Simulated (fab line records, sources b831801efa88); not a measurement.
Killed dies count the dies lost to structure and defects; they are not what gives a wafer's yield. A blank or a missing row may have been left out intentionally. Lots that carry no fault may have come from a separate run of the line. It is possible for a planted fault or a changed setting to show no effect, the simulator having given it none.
Code-filled problem report in 8D (eight disciplines) form || flow gf180mcu || the parts of the form that need people (team, actions taken, sign-off) are left out

## 1. PROBLEM STATEMENT
Across 6 wafers from 2 lots, HV_LDD_RS at GF_HV_LDD_RS_MEAS_53 averages 406.9 ohm/sq, while fault-free wafers read 418.3 ohm/sq with a standard deviation of 1. That is -11 standard deviations from the usual mean.
The step: measures by four-point-probe.
First seen on wafer L444.1, day 16 10:47, on film metro-03. The record has a number at this step for 42 wafers belonging to 14 lots. The rule behind "out" and "out of limits": a value lying over 4 standard deviations away from the usual mean. The rest of the wafers with a number are treated as sound.

## 2. WHAT IT IS; WHAT IT IS NOT
{"question": "which readings at this step", "is": "HV_LDD_RS", "is not": "-"}
{"question": "which lots", "is": "L444, L446", "is not": "L433, L434, L435, L436, L437, L440, L445, L450, L451, L453, L455, L456"}
{"question": "which wafers of those lots", "is": "all that have a number", "is not": "-"}
{"question": "read on which gauges", "is": "film metro-02, film metro-03", "is not": "film metro-04"}
{"question": "when", "is": "from day 16 10:47", "is not": "up to then (18 sound wafers); but 18 sound wafers of L445, L450, L451, L453, L455, L456 came after"}

## 3. WHAT RULES OUT EACH SUSPECT
Counting: any tool at a process step up to the reading is kept as a suspect provided that every lot that is out went through it and no sound lot did after the first of them.
- ruled out: the gauge at GF_HV_LDD_RS_MEAS_53. 2 gauges (film metro-02, film metro-03) read the wafers that are out.
- implanter-02 at GF_HV_LDD_IMPLANT_33: ruled out as a lasting fault. Sound lots L456 ran on it after its first lot that is out, L444 (day 15 11:59).
Left after counting: nothing in the record.

## 4. THE CAUSE (what the simulator had put in)
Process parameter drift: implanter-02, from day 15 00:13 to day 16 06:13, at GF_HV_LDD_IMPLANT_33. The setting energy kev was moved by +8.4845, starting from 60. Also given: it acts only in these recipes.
It was ruled out by counting, in error; the rule expects a fault to strike all lots run on its tool from its start on, and this fault did not.

## 5. THE CHAIN OF EFFECTS, in route order
Each row: a reading where the mean over the struck wafers with a number is more than 3 standard deviations away from the usual. Scope: only readings with a usual standard deviation given in the record; hours: median across lots of the time from each lot's start at the first step in this table that gives one to its start at this step; sigmas: change in usual standard deviations.
{"hours": 0, "step": "GF_HV_LDD_IMPLANT_33", "reading": "beam energy keV", "usual": 59.995, "on struck wafers": 68.482, "change": "+8.487", "sigmas": "+99 or more"}
{"hours": 23, "step": "GF_HV_LDD_RS_MEAS_53", "reading": "HV_LDD_RS", "usual": "418.3 ohm/sq", "on struck wafers": 406.9, "change": -11.4, "sigmas": -11}
Process steps it contains:
- GF_HV_LDD_IMPLANT_33

## 6. HOW IT WOULD HAVE BEEN CAUGHT EARLIER
The first out-of-limits reading at a measuring or inspecting step in this record came at day 16 10:47, 35 hours after the fault's start at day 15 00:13.
At GF_HV_LDD_IMPLANT_33, the tool's own readings (beam energy keV) were out on each struck wafer the step has a row for, so an alarm limit on them would have fired on the first such wafer.
